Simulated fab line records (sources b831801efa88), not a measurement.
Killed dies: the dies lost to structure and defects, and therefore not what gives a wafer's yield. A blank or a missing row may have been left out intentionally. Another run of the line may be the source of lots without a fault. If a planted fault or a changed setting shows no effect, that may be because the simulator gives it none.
A struck lot beside a sound one ; flow sky130 ; 21 out of 708 route steps
Sound: these wafers, L555.1, L555.3, L555.6. The struck wafers were L567.3, L567.4, L567.6. The cause is named last.
At each step with rows: each side's tool, then ch and its chambers, then its first start. Under that, the readings that differ: sound wafers ; struck wafers ; difference of the means ; sigmas: that difference in standard deviations of wafers without a fault.
alike: readings whose means differ by less than 2 such deviations, and words and numbers that are the same on both sides. not compared: withheld readings, readings that some wafer has no value for, bounds like >300 that may hide the same value, and numbers for which the record gives no deviation and whose values overlap.
The two part at a step that has a row with sigmas, a row that says differs or no value, or rows on one side only. Numbers that have no deviation but don't overlap get no sigmas and don't part them. A reading missing from all wafers of one side parts the sides only when that side holds two or more wafers.

first, 5 steps without rows for these wafers: SKY_SD_P_COAT_02 (resist thk 1140 nm); SKY_SD_P_SOFTBAKE_03 (time 60 s); SKY_SD_P_EXPOSE_04 (exposes mask PSDM, target cd 380 nm); SKY_SD_P_PEB_05; SKY_SD_P_DEVELOP_06 (develop time 60 s).
SKY_SD_P_CD_MEAS_07: target cd 380 nm.
  sound on cdSem-02 at day 25 12:23; struck on cdSem-02 at day 30 07:17
  alike: cdNm
SKY_SD_P_OVL_MEAS_08:
  sound on overlay-02 at day 25 12:31; struck on overlay-01 at day 30 07:22
  alike: SD_P_OVL
next, for these wafers, 1 step has no rows: SKY_SD_P_IMPLANT_09.
SKY_SD_P_STRIP_10: strips in O2/N2.
  sound on plasmaAsher-04 ch 0,1, day 25 12:41; struck on plasmaAsher-04 ch 0,1, day 30 07:35
  alike: drypumpMotorCurrentA, n2FlowSccm, o2FlowSccm, oesProductAu, stripTimeToEndpointS
  not compared: rfHoursCounterH
SKY_SD_P_TW_MEAS_11:
  sound on filmMetro-03 at day 25 12:47; struck on filmMetro-03 at day 30 07:40
  alike: SD_P_TW
then, 2 steps without rows for these wafers: SKY_RES_XHIGH_DEHYDRATE_00 (time 60 s); SKY_RES_XHIGH_HMDS_01 (prime time 60 s).
SKY_RES_XHIGH_COAT_02: resist thk 1140 nm.
  sound on lithoTrack-04 ch 0, day 26 03:08; struck on lithoTrack-01 ch 0, day 30 21:08
reading;sound;struck;difference;sigmas
spinSpeedRpm (rpm);2999.4 2998.4 3000.0;2437.8 2436.1 2436.4;-562.5;-99 or more
model.NOVOLAK_of_RES_XHIGH_COAT_02.thkNm (nm);1139 1133 1136;1264 1262 1267;+128;
  alike: dispensePressureKPa, exhaustPa
then, 3 steps without rows for these wafers: SKY_RES_XHIGH_SOFTBAKE_03 (time 60 s); SKY_RES_XHIGH_EXPOSE_04 (exposes mask URPM, target cd 1270 nm); SKY_RES_XHIGH_PEB_05.
SKY_RES_XHIGH_DEVELOP_06: develop time 62.03 s.
  sound on lithoTrack-04 ch 0, day 26 17:59; struck on lithoTrack-02 ch 0, day 31 10:46
reading;sound;struck;difference;sigmas
model.NOVOLAK_of_RES_XHIGH_COAT_02.thkNm (nm);1139 1133 1135;1263 1261 1266;+128;
model.RES_XHIGH.cdNm (nm);1278 1274 1274;1261 1261 1261;-14;
  alike: exhaustPa
next, for these wafers, 1 step has no rows: SKY_RES_XHIGH_IMPLANT_07.
SKY_RES_XHIGH_STRIP_08: strips in O2/N2.
  sound on plasmaAsher-03 ch 0,1, day 26 18:17; struck on plasmaAsher-02 ch 0,1, day 31 11:04
reading;sound;struck;difference;sigmas
drypumpMotorCurrentA (A);5.9 6.3 6.3;5.1 5.2 5.2;-1.0;-2
stripTimeToEndpointS (s);14.25 14.20 14.21;15.65 15.61 15.68;+1.43;+37
  alike: n2FlowSccm, o2FlowSccm, oesProductAu
  not compared: rfHoursCounterH
SKY_RES_XHIGH_TW_MEAS_09:
  sound on filmMetro-01 at day 26 18:23; struck on filmMetro-01 at day 31 11:08
  alike: RES_XHIGH_TW
-- the record jumps here: 18 days lie between the struck wafers' starts before and after (it left off in module RES_XHIGH and takes up again in module PAD_OPEN, whose first step shown is number 708 of the route) --
SKY_PAD_OPEN_PROBE_99:
  sound on prober-02 at day 45 22:09; struck on prober-02 at day 49 02:29
  alike: killed_at_M0_to_M3, killed_at_M4_up, killedAtContacts, killedAtFrontEnd, killedAtOther, killedDies, killedOpen, killedShort

== WHERE THEY PART ==
Earliest at SKY_RES_XHIGH_COAT_02; latest, in this record, at SKY_RES_XHIGH_STRIP_08. Later steps at which nothing parts them and some readings are alike: SKY_RES_XHIGH_TW_MEAS_09, SKY_PAD_OPEN_PROBE_99.

WHY: the cause the simulator had injected
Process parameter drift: lithoTrack-01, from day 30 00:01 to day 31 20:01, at SKY_RES_XHIGH_COAT_02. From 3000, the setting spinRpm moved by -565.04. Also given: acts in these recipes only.
